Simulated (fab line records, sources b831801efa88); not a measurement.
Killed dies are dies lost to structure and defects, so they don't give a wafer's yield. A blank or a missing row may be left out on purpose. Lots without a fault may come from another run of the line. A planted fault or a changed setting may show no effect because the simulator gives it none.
Problem report in the 8D (eight disciplines) form, filled by code | flow gf180mcu | the parts of the form that need people (team, actions taken, sign-off) are left out

1. THE PROBLEM
cathode_dc_power_W at GF_M4_SPUTTER_04 reads a mean of 5628.6 W on 9 wafers of 3 lots; wafers without a fault read 6500.0 W with a standard deviation of 1.1. That is -99 or more standard deviations from the usual mean.
The step: material TiN, target thk 50 nm, time 41.7 s.
First seen on wafer L133.1, day 27 16:01, on pvd_sputter-03. The record holds 15 wafers of 5 lots with a number at this step. Rule for "out", or "out of limits": more than 4 standard deviations from the usual mean. The other wafers with a number count as sound.

2. WHAT IT IS AND WHAT IT IS NOT
question                    | is                     | is not
which readings at this step | cathode_dc_power_W     | throttle_valve_pct
which lots                  | L133, L136, L137       | L130, L135
which wafers of those lots  | all that have a number | -
read on which tools         | pvd_sputter-03         | pvd_sputter-01
when                        | from day 27 16:01      | up to then (3 sound wafers); but 3 sound wafers of L135 came after

3. SUSPECTS, AND WHAT RULES EACH OUT
Counting: a tool at a process step up to the reading stays a suspect if it ran every lot that is out and no sound lot after the first of them.
- pvd_sputter-03 at GF_M4_SPUTTER_04 (material TiN, target thk 50 nm, time 41.7 s): kept. It ran every lot that is out, first L133 (day 27 16:01), and no sound lot after that; its last sound lot up to then is L130 (day 26 20:30). Its own readings are out on those wafers: cathode_dc_power_W.
Left after counting: pvd_sputter-03 at GF_M4_SPUTTER_04.

4. THE CAUSE (what the simulator had put in)
Process parameter drift: pvd_sputter-03, from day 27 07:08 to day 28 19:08, at GF_M4_SPUTTER_04. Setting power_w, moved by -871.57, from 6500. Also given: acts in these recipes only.
Counting left only this tool.

5. THE CHAIN OF EFFECTS, in route order
Each row: a reading whose mean over the struck wafers that have a number lies more than 3 standard deviations from the usual. Only readings for which the record gives a usual standard deviation are gone through. hours: the time from each lot's start at the first step in this table that gives one to its start at this step, as a median over the lots. sigmas: the change in usual standard deviations.
hours | step             | reading            | usual    | on struck wafers | change | sigmas
0     | GF_M4_SPUTTER_04 | cathode_dc_power_W | 6500.0 W | 5628.6           | -871.4 | -99 or more
The process steps in it:
- GF_M4_SPUTTER_04: material TiN, target thk 50 nm, time 41.7 s.

6. WHAT WOULD HAVE CAUGHT IT SOONER
In this record the first reading out of limits was taken at day 27 16:01, 9 hours after the fault began at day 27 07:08.
